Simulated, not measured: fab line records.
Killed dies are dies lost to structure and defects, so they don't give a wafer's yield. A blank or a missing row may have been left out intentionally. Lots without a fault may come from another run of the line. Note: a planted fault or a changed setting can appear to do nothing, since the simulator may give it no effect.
Comparing a struck lot with a sound one	flow sky130	15 out of 708 route steps
Sound: wafers L995.2, L995.3, L995.4. Wafers L104.1, L104.2, L104.3 were the ones struck. The cause is named last.
Each step with rows lists, per side, the tool, then ch with its chambers, then its first start. Under that, the readings that differ: sound wafers	struck wafers	difference of the means	sigmas: that difference in standard deviations of wafers without a fault.
alike: same words and numbers on both sides, and readings whose means sit less than 2 such deviations apart. not compared: any withheld reading, any reading some wafer has no value for, any bound like >300 that may hide the same value, and any number with overlapping values for which the record gives no deviation.
The two part at a step that has a row with sigmas, a row that says differs or no value, or rows on one side only. Numbers that don't overlap but have no deviation are shown without sigmas and don't part them. Lack of a reading on every wafer of one side parts them only where that side has two or more wafers.

first, 6 steps without rows for these wafers: SKY_METAL4_COAT_07 (resist thk 60 nm); SKY_METAL4_COAT_08 (resist thk 1140 nm); SKY_METAL4_SOFTBAKE_09 (time 90 s); SKY_METAL4_EXPOSE_10 (exposes mask MM4, target cd 300 nm); SKY_METAL4_PEB_11; SKY_METAL4_DEVELOP_12 (develop time 60 s).
SKY_METAL4_CD_MEAS_13: target cd 300 nm.
  sound: cd-sem-01 at day 44 05:48; struck: cd-sem-01 at day 46 13:02
reading	sound	struck	difference	sigmas
cd-nm (nm)	300.4 301.7 301.2	298.2 297.3 297.1	-3.6	-3
SKY_METAL4_OVL_MEAS_14:
  sound: overlay-02 at day 44 05:54; struck: overlay-02 at day 46 13:09
  alike: METAL4_OVL
SKY_METAL4_DESCUM_15: chemistry O2, time 8 s.
  sound on rie-metal-01 ch 0,1, day 44 05:56; struck on rie-metal-01 ch 0,1, day 46 13:11
  alike: drypump-motor-current-A, oes-product-au
  not compared: rf-hours-counter-h
SKY_METAL4_ETCH_16: etches BARC in N2/H2, stops on SiO2, time 88.2 s, target depth 60 nm.
  sound on rie-metal-01 ch 0,1, day 44 05:58; struck on rie-metal-01 ch 0,1, day 46 13:13
  alike: drypump-motor-current-A, h2-flow-sccm, oes-product-au, throttle-valve-pct
  not compared: rf-hours-counter-h
SKY_METAL4_ETCH_17: etches SiO2 in C4F8/O2/Ar, stops on TiN, time 3.9 s, target depth 15 nm.
  sound on rie-diel-02 ch 0,1,3, day 44 06:04; struck on rie-diel-02 ch 0,1,3, day 46 13:19
  alike: oes-product-au
  not compared: rf-hours-counter-h
SKY_METAL4_METAL_ETCH_18: etches the open film in Cl2/BCl3, stops on SiO2, target depth 845 nm, time 183.1 s.
  sound on rie-metal-02 ch 0,1, day 44 06:05; struck on rie-metal-03 ch 0,1, day 46 13:20
  alike: drypump-motor-current-A, oes-product-au, throttle-valve-pct
  not compared: rf-hours-counter-h
SKY_METAL4_STRIP_19: strips in O2/N2.
  sound on plasma-asher-02 ch 0,1, day 44 06:16; struck on plasma-asher-02 ch 0,1, day 46 13:31
  no value came back on the struck wafers for chamber-pressure-mTorr (mTorr), drypump-motor-current-A (A), oes-product-au (a.u.), strip-time-to-endpoint-s (s); on the sound wafers chamber-pressure-mTorr (mTorr) reads 1500.3 1500.9 1499.0
reading	sound	struck	difference	sigmas
model.KrF-thick_of_METAL4_COAT_08.thk-nm (nm)	0 0 0	512.9 529.4 527.6	+523.3	
  not compared: rf-hours-counter-h
then, 1 step without rows for these wafers: SKY_METAL4_STRIP_20 (strips in post etch residue remover, time 1200 s).
-- the record jumps here: 3 days lie between the struck wafers' starts before and after (it left off in module METAL4 and takes up again in module PAD_OPEN, whose first step shown is number 708 of the route) --
SKY_PAD_OPEN_PROBE_99:
  sound: prober-02 at day 47 22:57; struck: prober-01 at day 49 22:34
reading	sound	struck	difference	sigmas
hold	- - -	await-dispo/1.1h/scrap await-dispo/1.1h/scrap await-dispo/1.1h/scrap	no value on the sound wafers	
defect-limited-yield (%)	83.9 83.9 82.3	0 0 0	-83	-42
killed_at_M4_up	3 2 1	411 417 429	+417	+99 or more
killed-dies	79 79 87	492 492 492	+410	+41
killed-on-rim	15 19 26	96 96 96	+76	+20
sort_bin_5_function (%)	9.3 9.1 10.6	93.3 95.3 94.7	+84.8	+57
sort-n-pass	413 413 405	0 0 0	-410	-41
sort-yield-pct (%)	83.9 83.9 82.3	0 0 0	-83	-42
  alike: killed_at_M0_to_M3, killed-at-contacts, killed-at-front-end, killed-at-other, killed-open, killed-short, sort_bin_3_pad_short, sort_bin_6_memory

## WHERE THEY PART
At SKY_METAL4_CD_MEAS_13 first; at SKY_PAD_OPEN_PROBE_99 last (within this record only).

WHY: what had been put in by the simulator
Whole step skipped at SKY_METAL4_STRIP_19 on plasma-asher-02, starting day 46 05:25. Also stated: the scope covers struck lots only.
